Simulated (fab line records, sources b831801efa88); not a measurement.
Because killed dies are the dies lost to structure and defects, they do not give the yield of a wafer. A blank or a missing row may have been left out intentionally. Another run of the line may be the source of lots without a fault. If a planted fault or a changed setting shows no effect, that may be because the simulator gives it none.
One fault through the eyes of 2 desks | flow sky130 | every desk sees just its own numbers, and what lay behind them comes last

== TOOL OWNER'S DESK, rie_metal-04 ==
The tool's own readings at SKY_CAP2M_METAL_ETCH_13 (etches TiN in Cl2/BCl3, stops on SiO2, target depth 220 nm, time 62.9 s): means of the sampled wafers that have a number, for each lot that ran on this tool. A lot is out of limits, marked OUT, if its mean lies more than 4 standard deviations from the usual mean; the brackets give that distance.
Columns: A = drypump_motor_current_A at SKY_CAP2M_METAL_ETCH_13, usual 5.7 A; B = oes_product_au at SKY_CAP2M_METAL_ETCH_13, usual 0.944 a.u.; C = rf_fwd_power_W at SKY_CAP2M_METAL_ETCH_13, usual 892 W; D = throttle_valve_pct at SKY_CAP2M_METAL_ETCH_13, usual 21.900 %
lot  | first seen here | A   | B     | C   | D
L582 | day 41 05:52    | 5.9 | 0.940 | 889 | 21.890
L583 | day 42 06:49    | 6.0 | 0.939 | 896 | 21.896
L586 | day 42 21:28    | 6.0 | 0.923 | 892 | 21.911
L589 | day 43 01:11    | 5.9 | 0.936 | 890 | 21.910
L592 | day 44 00:01    | 5.9 | 0.943 | 892 | 21.909
L593 | day 44 09:40    | 5.9 | 0.941 | 891 | 21.906
L597 | day 45 08:40    | 5.8 | 0.941 | 892 | 21.903
L598 | day 45 13:52    | 5.8 | 0.949 | 890 | 21.894
L599 | day 45 15:41    | 6.0 | 0.948 | 891 | 21.899
Finding of this desk: none of the 9 lots has anything out of limits.

== FROM THE METROLOGY DESK ==
What the gauges read for every lot (on any tool): the sampled wafers with a number, averaged. A lot is out of limits, marked OUT, if its mean lies more than 4 standard deviations from the usual mean; the brackets give that distance.
Columns: A = METAL3_OVL at SKY_METAL3_OVL_MEAS_14, usual 2 nm; B = CAP2M_OVL at SKY_CAP2M_OVL_MEAS_12, usual 0.0 nm
lot  | first seen here | A  | B
L582 | day 39 01:21    | 3  | 1.2
L583 | day 39 19:32    | 5  | 2.7
L585 | day 39 21:37    | 7  | -1.4
L586 | day 40 17:55    | 4  | 1.2
L589 | day 40 22:27    | 3  | -1.6
L592 | day 41 21:50    | -8 | 1.2
L593 | day 42 06:01    | 8  | 0.2
L596 | day 43 05:15    | -4 | 1.7
L597 | day 43 07:15    | 2  | -3.4
L598 | day 43 13:47    | -1 | 1.2
L599 | day 43 14:55    | 3  | 0.4
L600 | day 44 03:43    | 1  | -0.8
L601 | day 44 06:39    | -5 | -0.2
L602 | day 44 11:20    | -0 | -0.6
L605 | day 45 04:24    | 1  | -0.4
Finding of this desk: none of the 15 lots has anything out of limits.

== TAKEN TOGETHER ==
Nothing out of limits was seen by the tool owner's desk.
At the metrology desk, nothing out of limits was observed.

== WHAT THE SIMULATOR HAD INSERTED ==
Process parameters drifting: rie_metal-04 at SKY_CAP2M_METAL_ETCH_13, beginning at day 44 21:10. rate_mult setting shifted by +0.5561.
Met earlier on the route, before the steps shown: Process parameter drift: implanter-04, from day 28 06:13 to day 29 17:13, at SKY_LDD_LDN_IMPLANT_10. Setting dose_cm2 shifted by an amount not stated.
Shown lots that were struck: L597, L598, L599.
